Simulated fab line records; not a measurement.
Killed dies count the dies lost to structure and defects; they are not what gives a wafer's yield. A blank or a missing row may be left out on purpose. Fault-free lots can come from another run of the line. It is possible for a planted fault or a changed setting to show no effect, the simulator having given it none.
Matching of chambers ; flow sky130 ; SKY_VIA1_ETCH_15 on rie diel-01: 4 sister chambers
The step etches SiO2 in C4F8/O2/Ar, stops on TiN, target depth 351 nm, time 54 s. 8 wafers are shown with their chamber, then 12 later ones without.

## EACH WAFER AND ITS CHAMBER
wafer;chamber;oes product au (a.u.)
L079.3;3;0.976
L079.6;3;0.987
L082.3;2;0.985
L086.2;1;0.980
L086.3;2;0.988
L085.1;0;0.980
L085.5;1;0.976
L085.6;0;0.984

## WAFERS MISSING THEIR CHAMBER
wafer;oes product au (a.u.)
L087.1;0.977
L087.4;0.980
L087.6;0.984
L089.1;0.980
L089.3;0.985
L089.6;0.982
L092.2;0.994
L092.4;0.982
L092.6;0.975
L095.1;0.977
L095.3;0.980
L095.5;0.992

## WHICH CHAMBER EACH WENT THROUGH
wafer;from the rows above;in truth
L087.1;can't be placed: 1 or 3 or 0 or 2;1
L087.4;can't be placed: 3 or 0 or 1 or 2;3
L087.6;can't be placed: 0 or 2 or 3 or 1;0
L089.1;can't be placed: 3 or 0 or 1 or 2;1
L089.3;can't be placed: 2 or 0 or 3 or 1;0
L089.6;can't be placed: 0 or 3 or 1 or 2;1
L092.2;can't be placed: 2 or 0 or 3 or 1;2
L092.4;can't be placed: 0 or 3 or 1 or 2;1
L092.6;can't be placed: 1 or 3 or 0 or 2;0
L095.1;can't be placed: 1 or 3 or 0 or 2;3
L095.3;can't be placed: 3 or 0 or 1 or 2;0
L095.5;can't be placed: 2 or 0 or 3 or 1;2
Correct placement for 0 of the 12. Not placeable from these rows: 12 (in 12, the candidates include the true chamber). Placed wrongly: 0.
How it was worked out, from the rows above alone: a wafer's distance from a chamber is the root of the sum, over the readings, of the square of ((its reading less the chamber's mean) divided by the reading's scatter). The wafer belongs to the nearest chamber; if the next one is less than 2 further off, it can't be placed. For every chamber, the mean is computed from those of its wafers that are shown. The scatter: take each reading less its chamber's mean, square it, sum over the shown wafers, divide by the number of wafers less the number of chambers, and take the root.
